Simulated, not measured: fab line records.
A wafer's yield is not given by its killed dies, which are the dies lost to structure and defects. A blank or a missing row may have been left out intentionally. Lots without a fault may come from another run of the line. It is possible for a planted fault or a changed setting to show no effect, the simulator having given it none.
What tool caused it?    flow sky130    Sampling: 24 lots, 72 wafers, 6 of 708 route steps

## WHAT THE GAUGES SHOWED, per wafer
SKY_SONOS_ONO_OVL_MEAS_14.
lot   measured      on          SONOS_ONO_OVL (nm)
L074  day 12 10:30  overlay-02  1.6 -0.5 1.4
L075  day 13 00:30  overlay-01  -2.4 -1.8 -2.2
L076  day 13 09:19  overlay-01  -1.3 -1.1 -0.4
L077  day 13 13:32  overlay-01  0.2 0.0 -1.3
L078  day 14 00:56  overlay-02  -2.3 -2.6 -0.5
L079  day 14 06:21  overlay-01  -0.6 -1.0 -2.4
L080  day 14 12:22  overlay-01  -2.3 -2.4 -2.8
L081  day 15 00:20  overlay-02  -0.8 -1.7 -2.7
L082  day 15 07:33  overlay-02  -1.6 -1.3 -3.4
L083  day 15 18:32  overlay-02  -0.5 -0.6 -0.5
L084  day 15 23:18  overlay-01  -1.3 0.9 -0.2
L085  day 16 08:28  overlay-02  1.2 2.7 1.9
L086  day 16 13:31  overlay-01  1.3 -0.7 1.9
L087  day 16 22:00  overlay-01  -0.2 -2.7 0.4
L088  day 17 15:58  overlay-02  -1.2 -2.1 -1.5
L090  day 18 05:56  overlay-02  1.7 0.6 1.2
L089  day 18 06:13  overlay-02  -2.7 -2.4 -1.7
L091  day 19 00:26  overlay-01  -2.4 -1.6 -2.6
L092  day 19 01:19  overlay-02  -4.3 -2.7 -3.7
L093  day 19 07:31  overlay-02  -0.9 1.1 -0.6
L094  day 20 13:50  overlay-01  -1.5 -1.0 -0.8
L095  day 21 04:08  overlay-01  -1.2 1.0 0.0
L097  day 21 04:39  overlay-01  -0.8 -0.6 0.3
L096  day 21 05:33  overlay-02  1.3 -0.9 1.6

SKY_LOCAL_INTERCONNECT_CD_MEAS_11 targets a cd of 170 nm.
lot   measured      on         cd nm (nm)
L074  day 30 03:15  cd sem-01  168.9 170.3 169.7
L075  day 30 22:28  cd sem-02  171.5 169.8 171.0
L076  day 31 02:15  cd sem-02  171.0 171.6 172.2
L077  day 31 07:11  cd sem-02  173.2 170.8 171.4
L078  day 31 15:57  cd sem-02  172.3 170.6 169.9
L079  day 32 03:35  cd sem-01  167.7 167.3 167.6
L080  day 32 08:25  cd sem-02  168.3 167.7 169.0
L081  day 32 23:52  cd sem-02  171.8 171.0 171.4
L082  day 33 06:21  cd sem-02  168.4 168.3 168.2
L083  day 33 18:26  cd sem-01  173.2 171.4 171.9
L084  day 33 18:45  cd sem-01  168.2 168.3 169.8
L085  day 34 08:20  cd sem-02  171.7 169.8 170.3
L086  day 34 05:31  cd sem-02  171.0 170.6 171.4
L087  day 34 18:32  cd sem-01  170.5 172.1 171.5
L088  day 35 01:37  cd sem-01  170.2 170.8 169.1
L090  day 35 16:53  cd sem-01  167.0 167.9 166.4
L089  day 35 15:41  cd sem-01  172.3 172.1 169.9
L091  day 36 08:30  cd sem-02  169.5 171.7 170.1
L092  day 36 09:56  cd sem-02  169.1 169.6 168.4
L093  day 36 12:06  cd sem-01  170.2 170.6 168.7
L094  day 37 17:01  cd sem-02  170.9 170.5 170.7
L095  day 38 09:31  cd sem-02  171.7 171.8 171.2
L097  day 38 03:58  cd sem-01  171.1 170.8 170.9
L096  day 38 07:44  cd sem-01  170.2 169.4 171.7

SKY_VIA3_THK_MEAS_01.
lot   measured      on             VIA3_HDPCVD_THK (nm)
L074  day 38 09:22  film metro-01  1600 1616 1619
L075  day 39 01:10  film metro-02  1625 1657 1650
L076  day 39 05:11  film metro-04  1662 1621 1672
L077  day 39 09:34  film metro-02  1598 1656 1587
L078  day 39 17:26  film metro-02  1672 1646 1663
L079  day 40 04:48  film metro-01  1654 1653 1629
L080  day 40 08:25  film metro-04  1672 1670 1682
L081  day 41 00:10  film metro-02  1649 1648 1661
L082  day 41 05:04  film metro-02  1642 1668 1664
L083  day 41 16:43  film metro-04  1632 1644 1643
L084  day 41 17:22  film metro-01  1635 1665 1662
L085  day 42 04:46  film metro-01  1636 1642 1635
L086  day 42 03:16  film metro-02  1651 1668 1656
L087  day 42 14:19  film metro-02  1623 1630 1620
L088  day 42 19:45  film metro-04  1665 1663 1656
L090  day 43 09:52  film metro-04  1607 1605 1602
L089  day 43 09:29  film metro-01  1652 1649 1633
L091  day 43 23:11  film metro-04  1620 1625 1613
L092  day 44 00:49  film metro-04  1657 1629 1631
L093  day 44 01:31  film metro-01  1676 1668 1637
L094  day 45 01:50  film metro-02  1606 1634 1617
L095  day 45 20:50  film metro-02  1644 1642 1615
L097  day 45 12:38  film metro-01  1640 1634 1634
L096  day 45 15:22  film metro-02  1629 1647 1634

SKY_VIA3_THK_MEAS_23: measures by xrf.
lot   measured      on             VIA3_W_THK (nm)
L074  day 39 12:46  film metro-01  401 402 402
L075  day 40 03:10  film metro-01  394 393 395
L076  day 40 07:41  film metro-01  397 394 395
L077  day 40 13:08  film metro-01  401 407 405
L078  day 40 19:25  film metro-04  403 402 400
L079  day 41 06:46  film metro-04  403 401 399
L080  day 41 10:22  film metro-04  402 401 400
L081  day 42 01:56  film metro-04  402 396 396
L082  day 42 06:41  film metro-01  394 397 391
L083  day 42 17:44  film metro-02  388 395 402
L084  day 42 18:47  film metro-04  405 393 398
L085  day 43 05:03  film metro-04  400 395 396
L086  day 43 04:24  film metro-02  397 399 401
L087  day 43 15:28  film metro-02  400 394 403
L088  day 43 20:13  film metro-04  403 400 398
L090  day 44 09:59  film metro-02  401 391 386
L089  day 44 09:50  film metro-01  396 394 390
L091  day 44 22:34  film metro-02  401 403 402
L092  day 45 00:28  film metro-01  397 396 397
L093  day 45 01:24  film metro-04  397 401 401
L094  day 46 00:44  film metro-01  405 400 411
L095  day 46 19:05  film metro-02  402 394 395
L097  day 46 11:35  film metro-04  397 400 401
L096  day 46 14:04  film metro-04  403 398 407

## EACH LOT AND THE TOOL THAT RAN IT (in order: tool; ch and the chambers of the sampled wafers; start)
lot   SKY_VIA1_SPUTTER_20           SKY_VIA2_SPUTTER_20
L074  pvd sputter-01, day 33 19:13  pvd sputter-02, day 36 03:03
L075  pvd sputter-02, day 34 12:30  pvd sputter-04, day 36 19:12
L076  pvd sputter-03, day 34 15:46  pvd sputter-03, day 36 22:55
L077  pvd sputter-01, day 34 21:08  pvd sputter-03, day 37 04:40
L078  pvd sputter-03, day 35 05:22  pvd sputter-02, day 37 12:23
L079  pvd sputter-02, day 35 17:16  pvd sputter-02, day 38 00:22
L080  pvd sputter-03, day 35 21:42  pvd sputter-03, day 38 03:41
L081  pvd sputter-02, day 36 12:53  pvd sputter-04, day 38 19:32
L082  pvd sputter-02, day 36 18:58  pvd sputter-03, day 39 01:07
L083  pvd sputter-01, day 37 05:51  pvd sputter-02, day 39 13:19
L084  pvd sputter-01, day 37 06:52  pvd sputter-03, day 39 13:34
L085  pvd sputter-03, day 37 19:09  pvd sputter-02, day 40 01:01
L086  pvd sputter-02, day 37 17:56  pvd sputter-02, day 40 00:01
L087  pvd sputter-03, day 38 05:23  pvd sputter-02, day 40 11:40
L088  pvd sputter-03, day 38 11:46  pvd sputter-02, day 40 17:00
L090  pvd sputter-01, day 39 03:40  pvd sputter-04, day 41 08:27
L089  pvd sputter-03, day 39 02:34  pvd sputter-04, day 41 07:29
L091  pvd sputter-02, day 39 18:15  pvd sputter-03, day 41 21:49
L092  pvd sputter-02, day 39 19:56  pvd sputter-04, day 41 23:59
L093  pvd sputter-02, day 39 21:15  pvd sputter-04, day 42 00:55
L094  pvd sputter-03, day 41 01:38  pvd sputter-04, day 43 03:46
L095  pvd sputter-01, day 41 18:49  pvd sputter-02, day 43 21:28
L097  pvd sputter-01, day 41 12:36  pvd sputter-02, day 43 15:04
L096  pvd sputter-03, day 41 15:14  pvd sputter-04, day 43 16:49
- SKY_VIA1_SPUTTER_20: material TiN, target thk 20 nm, time 80 s.
- SKY_VIA2_SPUTTER_20: material TiN, target thk 20 nm, time 80 s.

## AS READ BY THE TOOLS THEMSELVES (means over the sampled wafers that have a number; for cases with no such wafer, the mark the record gives instead)
SKY_VIA1_SPUTTER_20.
lot   tool            cathode dc power W (W)  throttle valve pct (%)
L074  pvd sputter-01  3999.9                  28.2
L075  pvd sputter-02  3999.7                  29.7
L076  pvd sputter-03  4000.2                  29.8
L077  pvd sputter-01  4000.1                  29.4
L078  pvd sputter-03  3999.7                  29.7
L079  pvd sputter-02  4000.0                  29.8
L080  pvd sputter-03  4000.3                  29.8
L081  pvd sputter-02  3999.8                  30.0
L082  pvd sputter-02  4000.0                  29.8
L083  pvd sputter-01  4000.0                  28.4
L084  pvd sputter-01  3999.8                  30.0
L085  pvd sputter-03  4000.0                  29.8
L086  pvd sputter-02  4000.0                  30.0
L087  pvd sputter-03  4000.0                  30.0
L088  pvd sputter-03  3999.8                  29.7
L090  pvd sputter-01  4000.4                  29.7
L089  pvd sputter-03  4000.7                  29.2
L091  pvd sputter-02  3999.4                  30.1
L092  pvd sputter-02  3999.5                  29.7
L093  pvd sputter-02  4000.6                  29.8
L094  pvd sputter-03  3999.3                  29.9
L095  pvd sputter-01  4000.1                  30.0
L097  pvd sputter-01  3999.5                  28.8
L096  pvd sputter-03  3999.4                  29.9

SKY_VIA2_SPUTTER_20.
lot   tool            cathode dc power W (W)  throttle valve pct (%)
L074  pvd sputter-02  3999.5                  30.2
L075  pvd sputter-04  4001.2                  30.7
L076  pvd sputter-03  3999.8                  29.9
L077  pvd sputter-03  4000.5                  30.1
L078  pvd sputter-02  4000.3                  29.8
L079  pvd sputter-02  4000.5                  30.1
L080  pvd sputter-03  3999.2                  29.8
L081  pvd sputter-04  3999.8                  29.5
L082  pvd sputter-03  3999.6                  29.8
L083  pvd sputter-02  4000.6                  29.8
L084  pvd sputter-03  3999.8                  30.5
L085  pvd sputter-02  4000.4                  29.8
L086  pvd sputter-02  4000.0                  29.9
L087  pvd sputter-02  4000.2                  30.0
L088  pvd sputter-02  4000.4                  29.7
L090  pvd sputter-04  3999.7                  30.6
L089  pvd sputter-04  4000.2                  30.6
L091  pvd sputter-03  3999.4                  29.7
L092  pvd sputter-04  3999.8                  30.7
L093  pvd sputter-04  4000.4                  30.7
L094  pvd sputter-04  4000.7                  29.4
L095  pvd sputter-02  3999.0                  29.7
L097  pvd sputter-02  3999.2                  29.7
L096  pvd sputter-04  4000.4                  29.7

## THE ANSWER, worked out from the rows above alone
Rule: the usual values come from the lots themselves. Put in order of their means at a reading, lots are off if they are a third of the lots or fewer, leave a main group of 4 or more, and stand apart from it by a gap of 3 or more times the standard deviation of the main group's means; of several such gaps the widest counts. If all means in a main group match to the digits the tables above print for the reading, that group is not used. A lot without any number at a reading at which 4 lots or more have one is off too. Any other lot the step has rows for is counted as sound. The gauges are gone through in route order, then the tools' own readings, and for those a lot's mean is taken as printed above. At the first step where some lot is off, the reading lying furthest off is the one used; lots without a number count as furthest.
No lot is off at any reading shown: from this, nothing can be told.

## WHAT THE SIMULATOR PUT IN
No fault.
